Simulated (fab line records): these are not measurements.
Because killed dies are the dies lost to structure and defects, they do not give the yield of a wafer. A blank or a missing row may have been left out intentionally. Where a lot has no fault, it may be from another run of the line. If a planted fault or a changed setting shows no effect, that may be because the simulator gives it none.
A lot that was struck, set against a sound lot / flow gf180mcu / 15 steps out of a route of 602
Sound: these wafers, L374.4, L374.5, L374.6. Wafers L384.1, L384.2, L384.4 were the ones struck. The cause is given at the end.
For every step that has rows: the tool of each side, followed by ch and its chambers, followed by its first start. Under that, the readings that differ: sound wafers / struck wafers / difference of the means / sigmas: that difference in standard deviations of wafers without a fault.
alike: words and numbers the same on both sides, and readings whose means are apart by under 2 such deviations; not compared: readings that were withheld, readings missing a value for some wafer, numbers with overlapping values and no deviation given by the record, and bounds like >300 which may hide the same value.
Wherever a step has rows on one side only, a row that says differs or no value, or a row with sigmas, the two part there. Numbers that don't overlap but have no deviation are shown without sigmas and don't part them. Lack of a reading on every wafer of one side parts them only where that side has two or more wafers.

GF_POLY_GATE_THK_MEAS_01:
  sound on filmMetro-03 at day 9 03:19; struck on filmMetro-04 at day 12 10:28
  alike: POLY_GATE_CVD_00_THK
then, 8 steps without rows for these wafers: GF_POLY_GATE_DEHYDRATE_02 (time 60 s); GF_POLY_GATE_HMDS_03 (prime time 60 s); GF_POLY_GATE_COAT_04; GF_POLY_GATE_COAT_05 (resist thk 700 nm); GF_POLY_GATE_SOFTBAKE_06 (time 60 s); GF_POLY_GATE_EXPOSE_07 (exposes mask Poly2, target cd 280 nm); GF_POLY_GATE_PEB_08 (peb time 90 s); GF_POLY_GATE_DEVELOP_09 (develop time 60 s).
GF_POLY_GATE_CD_MEAS_10: the cd target is 280 nm.
  sound on cdSem-02 at day 9 20:51; struck on cdSem-02 at day 13 05:29
reading=cdNm (nm); sound=281.2 280.9 281.6; struck=278.6 279.0 278.8; difference=-2.4; sigmas=-2
GF_POLY_GATE_OVL_MEAS_11:
  sound on overlay-01 at day 9 20:56; struck on overlay-02 at day 13 05:37
  alike: POLY_GATE_OVL
GF_POLY_GATE_ETCH_12: etches BARC in N2/H2.
  sound on rieDiel-03 ch 0,1,3, day 9 20:57; struck on rieDiel-04 ch 0,1,3, day 13 05:38
  alike: biasW, drypumpMotorCurrentA, n2FlowSccm, oesProductAu, throttleValvePct
GF_POLY_GATE_ETCH_13: etches poly-Si in HBr/Cl2, stops on SiO2, target depth 198.5 nm, time 69.6 s.
  sound on rieSi-01 ch 1,2,3, day 9 21:00; struck on rieSi-01 ch 1,2,3, day 13 05:42
reading=biasW (W); sound=99.67 100.13 99.51; struck=89.36 88.76 88.79; difference=-10.80; sigmas=-36
reading=model.etch.depthNm (nm); sound=196.8 197.4 196.1; struck=193.7 190.6 194.6; difference=-3.8; sigmas=
reading=model.POLY_GATE.featureDepthNm (nm); sound=196.8 197.4 196.1; struck=193.7 190.6 194.6; difference=-3.8; sigmas=
  alike: drypumpMotorCurrentA, oesProductAu, throttleValvePct
  not compared: rfHoursCounterH
GF_POLY_GATE_STRIP_14: strips in O2/N2.
  sound on plasmaAsher-01 ch 0,1, day 9 21:05; struck on plasmaAsher-01 ch 0,1, day 13 05:45
  alike: drypumpMotorCurrentA, heaterPowerW, n2FlowSccm, oesProductAu
  not compared: rfHoursCounterH
-- a jump in the record: the struck wafers' starts before and after are 20 days apart (it breaks off in module POLY_GATE and resumes in module PASSIVATION, where the first step shown is number 602 of the route) --
GF_PASSIVATION_PROBE_99:
  the record has rows for the struck wafers here (prober-01, day 32 22:13) and none for the sound ones

WHERE THEY PART
Last at GF_PASSIVATION_PROBE_99 as far as this record goes, first at GF_POLY_GATE_CD_MEAS_10.

WHY: what the simulator had put in
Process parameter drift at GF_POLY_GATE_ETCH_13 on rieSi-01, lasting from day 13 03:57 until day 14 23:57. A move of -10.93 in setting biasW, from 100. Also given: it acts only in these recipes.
